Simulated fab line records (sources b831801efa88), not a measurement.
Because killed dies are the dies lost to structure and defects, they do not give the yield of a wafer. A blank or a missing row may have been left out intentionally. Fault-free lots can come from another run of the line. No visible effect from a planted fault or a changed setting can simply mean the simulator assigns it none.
Struck lot and sound lot, side by side ; flow gf180mcu ; 15 steps out of a route of 602
Sound: the wafers L828.1, L828.2, L828.6. The struck wafers were L835.2, L835.4, L835.5. The cause is given at the end.
At each step with rows: each side's tool, then ch and its chambers, then its first start. Under that, the readings that differ: sound wafers ; struck wafers ; difference of the means ; sigmas: that difference in standard deviations of wafers without a fault.
alike: same words and numbers on both sides, and readings whose means sit less than 2 such deviations apart. not compared: any withheld reading, any reading some wafer has no value for, any bound like >300 that may hide the same value, and any number with overlapping values for which the record gives no deviation.
The two part at a step that has a row with sigmas, a row that says differs or no value, or rows on one side only. Non-overlapping numbers with no deviation appear without sigmas and do not part them. A reading missing from all wafers of one side parts the sides only when that side holds two or more wafers.

first, 1 step without rows for these wafers: GF_LVPWELL_IMPLANT_09.
GF_LVPWELL_STRIP_10: strips in O2/N2.
  sound on plasma-asher-01 ch 0,1, day 4 19:07; struck on plasma-asher-02 ch 1, day 6 12:10
reading;sound;struck;difference;sigmas
heater-power-w (W);326 329 324;398 410 404;+78;+2
  alike: drypump-motor-current-A, oes-product-au, strip-time-to-endpoint-s
  not compared: rf-hours-counter-h
GF_LVPWELL_TW_MEAS_11:
  sound on film-metro-03, day 4 19:13; struck on film-metro-01, day 6 12:16
  alike: LVPWELL_TW
then, 7 steps without rows for these wafers: GF_MVSD_DEHYDRATE_00 (time 60 s); GF_MVSD_HMDS_01 (prime time 60 s); GF_MVSD_COAT_02 (resist thk 3030 nm); GF_MVSD_SOFTBAKE_03; GF_MVSD_EXPOSE_04 (exposes mask MVSD, target cd 1000 nm); GF_MVSD_PEB_05; GF_MVSD_DEVELOP_06 (develop time 60 s).
GF_MVSD_OVL_MEAS_07:
  sound on overlay-02, day 5 08:59; struck on overlay-02, day 7 03:06
  alike: MVSD_OVL
following that, these wafers have no rows for 1 step: GF_MVSD_IMPLANT_08.
GF_MVSD_IMPLANT_09:
  sound on implanter-02 ch 0, day 5 09:11; struck on implanter-04 ch 0, day 7 03:20
reading;sound;struck;difference;sigmas
beam-energy-keV;100.00 99.98 99.97;93.89 93.92 93.86;-6.09;-99 or more
model.implant.rp-nm (nm);126.3 126.3 126.3;119.4 119.4 119.4;-6.9;
model.implant.drp-nm (nm);45.6 45.6 45.6;43.28 43.28 43.28;-2.32;
GF_MVSD_STRIP_10: strips in O2/N2.
  sound on plasma-asher-03 ch 0,1, day 5 09:20; struck on plasma-asher-02 ch 0,1, day 7 03:28
reading;sound;struck;difference;sigmas
heater-power-w (W);310 315 323;396 407 399;+85;+2
strip-time-to-endpoint-s (s);37.44 37.41 37.34;37.20 37.22 37.06;-0.24;-2
  alike: drypump-motor-current-A, oes-product-au
  not compared: rf-hours-counter-h
-- the record jumps here: 25 days lie between the struck wafers' starts before and after (it left off in module MVSD and takes up again in module PASSIVATION, whose first step shown is number 602 of the route) --
GF_PASSIVATION_PROBE_99:
  rows exist in the record for the struck wafers here (prober-02, day 32 05:11), but not for the sound ones

## WHERE THEY PART
First at GF_LVPWELL_STRIP_10; last, within this record, at GF_PASSIVATION_PROBE_99.

WHY: what the simulator had put in
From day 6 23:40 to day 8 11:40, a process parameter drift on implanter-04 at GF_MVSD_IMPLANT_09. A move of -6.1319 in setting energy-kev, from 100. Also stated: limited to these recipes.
